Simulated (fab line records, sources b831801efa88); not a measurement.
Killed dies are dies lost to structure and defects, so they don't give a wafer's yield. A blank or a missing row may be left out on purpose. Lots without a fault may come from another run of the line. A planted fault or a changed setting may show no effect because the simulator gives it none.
Which tool did it? | flow sky130 | 12 lots, 36 wafers sampled, at 5 steps of a route of 708

WHAT THE GAUGES READ, wafer by wafer
SKY_POLY_CUT_CD_MEAS_08: target cd 270 nm. Usual: cd_nm 270.3 nm, standard deviation 1.5.
lot  | measured     | on        | cd_nm (nm)        | flag
L166 | day 25 23:29 | cd_sem-02 | 271.4 269.7 271.9 |
L168 | day 26 04:19 | cd_sem-02 | 271.9 270.4 271.8 |
L167 | day 26 08:56 | cd_sem-02 | 268.2 269.9 270.1 |
L169 | day 26 17:09 | cd_sem-02 | 271.0 270.4 271.5 |
L170 | day 27 06:05 | cd_sem-01 | 269.4 269.8 269.8 |
L173 | day 27 22:03 | cd_sem-02 | 266.1 267.8 266.1 |
L174 | day 28 07:45 | cd_sem-02 | 272.8 270.4 271.0 |
L176 | day 29 00:09 | cd_sem-02 | 264.1 265.4 264.7 | OFF
L177 | day 29 13:10 | cd_sem-02 | 271.3 270.6 270.9 |
L178 | day 29 13:20 | cd_sem-02 | 271.2 271.3 271.9 |
L179 | day 29 21:50 | cd_sem-01 | 264.7 263.0 263.1 | OFF
L186 | day 32 03:06 | cd_sem-02 | 271.5 269.9 271.2 |

SKY_VIA1_BOW_MEAS_03. Usual: VIA1_BOW 81 um, standard deviation 6.4.
lot  | measured     | on            | VIA1_BOW (um) | flag
L166 | day 34 10:44 | film_metro-04 | 81 70 76      |
L168 | day 34 14:37 | film_metro-01 | 93 90 72      |
L167 | day 34 21:17 | film_metro-01 | 75 80 89      |
L169 | day 35 02:19 | film_metro-04 | 76 72 77      |
L170 | day 35 14:44 | film_metro-01 | 88 81 85      |
L173 | day 36 03:54 | film_metro-03 | 74 84 75      |
L174 | day 36 13:59 | film_metro-04 | 81 83 81      |
L176 | day 37 05:47 | film_metro-03 | 73 80 75      |
L177 | day 37 16:45 | film_metro-03 | 78 87 80      |
L178 | day 37 15:53 | film_metro-01 | 74 73 84      |
L179 | day 38 03:11 | film_metro-01 | 91 81 74      |
L186 | day 40 00:04 | film_metro-04 | 83 85 93      |

WHICH TOOL RAN EACH LOT (tool, then ch and the chambers of the sampled wafers, then the start)
lot  | SKY_POLY_CUT_DEVELOP_07           | SKY_METAL1_SPUTTER_00        | SKY_METAL1_ETCH_18
L166 | litho_track-04 ch 0, day 25 23:00 | pvd_sputter-04, day 33 06:38 | rie_metal-02 ch 0, day 34 09:22
L168 | litho_track-04 ch 0, day 26 04:00 | pvd_sputter-02, day 33 10:52 | rie_metal-03 ch 0,1, day 34 13:22
L167 | litho_track-04 ch 0, day 26 08:00 | pvd_sputter-04, day 33 17:26 | rie_metal-01 ch 0,1, day 34 20:00
L169 | litho_track-01 ch 0, day 26 17:00 | pvd_sputter-04, day 33 22:27 | rie_metal-01 ch 0,1, day 35 00:59
L170 | litho_track-04 ch 0, day 27 05:00 | pvd_sputter-01, day 34 11:01 | rie_metal-03 ch 0,1, day 35 13:27
L173 | litho_track-03 ch 0, day 27 21:00 | pvd_sputter-04, day 35 01:25 | rie_metal-02 ch 0, day 36 02:30
L174 | litho_track-01 ch 0, day 28 07:00 | pvd_sputter-04, day 35 10:08 | rie_metal-03 ch 0,1, day 36 12:45
L176 | litho_track-01 ch 0, day 29 00:00 | pvd_sputter-01, day 36 02:02 | rie_metal-01 ch 0,1, day 37 04:33
L177 | litho_track-04 ch 0, day 29 13:00 | pvd_sputter-02, day 36 12:49 | rie_metal-02 ch 0,1, day 37 15:17
L178 | litho_track-03 ch 0, day 29 13:00 | pvd_sputter-04, day 36 11:53 | rie_metal-01 ch 0,1, day 37 14:40
L179 | litho_track-01 ch 0, day 29 21:00 | pvd_sputter-04, day 36 23:47 | rie_metal-02 ch 0,1, day 38 01:45
L186 | litho_track-03 ch 0, day 32 02:00 | pvd_sputter-02, day 38 21:49 | rie_metal-01 ch 0,1, day 39 22:49
- SKY_POLY_CUT_DEVELOP_07: develop time 60 s.
- SKY_METAL1_SPUTTER_00: material Ti, target thk 15 nm, time 10 s.
- SKY_METAL1_ETCH_18: etches BARC in N2/H2, stops on SiO2, time 45.9 s, target depth 60 nm.

WHAT THE TOOLS THEMSELVES READ (means of the sampled wafers that have a number; where no wafer has one, the mark that the record gives instead)
SKY_POLY_CUT_DEVELOP_07. Usual: exhaust_pa 45.0 Pa, standard deviation 0.99.
lot  | tool           | exhaust_pa (Pa) | flag
L166 | litho_track-04 | 44.3            |
L168 | litho_track-04 | 45.1            |
L167 | litho_track-04 | 44.3            |
L169 | litho_track-01 | 43.5            |
L170 | litho_track-04 | 44.4            |
L173 | litho_track-03 | 45.9            |
L174 | litho_track-01 | 46.4            |
L176 | litho_track-01 | 44.4            |
L177 | litho_track-04 | 44.9            |
L178 | litho_track-03 | 44.9            |
L179 | litho_track-01 | 44.3            |
L186 | litho_track-03 | 45.6            |

SKY_METAL1_SPUTTER_00. Usual: throttle_valve_pct 30.7 %, standard deviation 0.66.
lot  | tool           | throttle_valve_pct (%) | flag
L166 | pvd_sputter-04 | 30.3                   |
L168 | pvd_sputter-02 | 30.8                   |
L167 | pvd_sputter-04 | 30.4                   |
L169 | pvd_sputter-04 | 30.5                   |
L170 | pvd_sputter-01 | 31.2                   |
L173 | pvd_sputter-04 | 30.7                   |
L174 | pvd_sputter-04 | 29.9                   |
L176 | pvd_sputter-01 | 30.9                   |
L177 | pvd_sputter-02 | 31.2                   |
L178 | pvd_sputter-04 | 30.5                   |
L179 | pvd_sputter-04 | 30.8                   |
L186 | pvd_sputter-02 | 30.6                   |

SKY_METAL1_ETCH_18. Usual: drypump_motor_current_A 5.8 A, standard deviation 0.54; oes_product_au 0.855 a.u., standard deviation 0.0051; throttle_valve_pct 13.224 %, standard deviation 0.0088.
lot  | tool         | drypump_motor_current_A (A) | oes_product_au (a.u.) | throttle_valve_pct (%) | flag
L166 | rie_metal-02 | 5.8                         | 0.858                 | 13.218                 |
L168 | rie_metal-03 | 5.3                         | 0.850                 | 13.227                 |
L167 | rie_metal-01 | 6.4                         | 0.857                 | 13.229                 |
L169 | rie_metal-01 | 6.3                         | 0.855                 | 13.219                 |
L170 | rie_metal-03 | 5.2                         | 0.855                 | 13.233                 |
L173 | rie_metal-02 | 5.8                         | 0.853                 | 13.222                 |
L174 | rie_metal-03 | 5.3                         | 0.855                 | 13.217                 |
L176 | rie_metal-01 | 6.3                         | 0.853                 | 13.224                 |
L177 | rie_metal-02 | 5.5                         | 0.857                 | 13.223                 |
L178 | rie_metal-01 | 6.5                         | 0.854                 | 13.232                 |
L179 | rie_metal-02 | 5.5                         | 0.859                 | 13.218                 |
L186 | rie_metal-01 | 6.3                         | 0.854                 | 13.231                 |

THE ANSWER, worked out from the rows above alone
Rule: a lot is off if the mean of its wafers that have a number lies more than 3 standard deviations from the usual mean. A lot without any number at a reading at which 4 lots or more have one is off too. The other lots that the step has rows for count as sound. The gauges are gone through in route order, then the tools' own readings, and for those a lot's mean is taken as printed above. The first step at which some lot is off is used, and at that step the reading that is off furthest; a lot without a number counts as furthest.
Off: L176, L179, at SKY_POLY_CUT_CD_MEAS_08 (cd_nm).
A tool fits if, at a process step before that reading, it ran every lot that is off, and no sound lot after the first of them. The gauges at SKY_POLY_CUT_CD_MEAS_08 are tried like those tools. One fits: litho_track-01 at SKY_POLY_CUT_DEVELOP_07. Its last sound lot is L174 (day 28 07:00), its first lot that is off L176 (day 29 00:00): a fault that began between those two fits.

WHAT THE SIMULATOR HAD PUT IN
Process parameter drift: litho_track-01, from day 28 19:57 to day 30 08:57, at SKY_POLY_CUT_DEVELOP_07. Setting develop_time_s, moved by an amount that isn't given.
Lots struck among those shown: L176, L179. The rule above found the same.
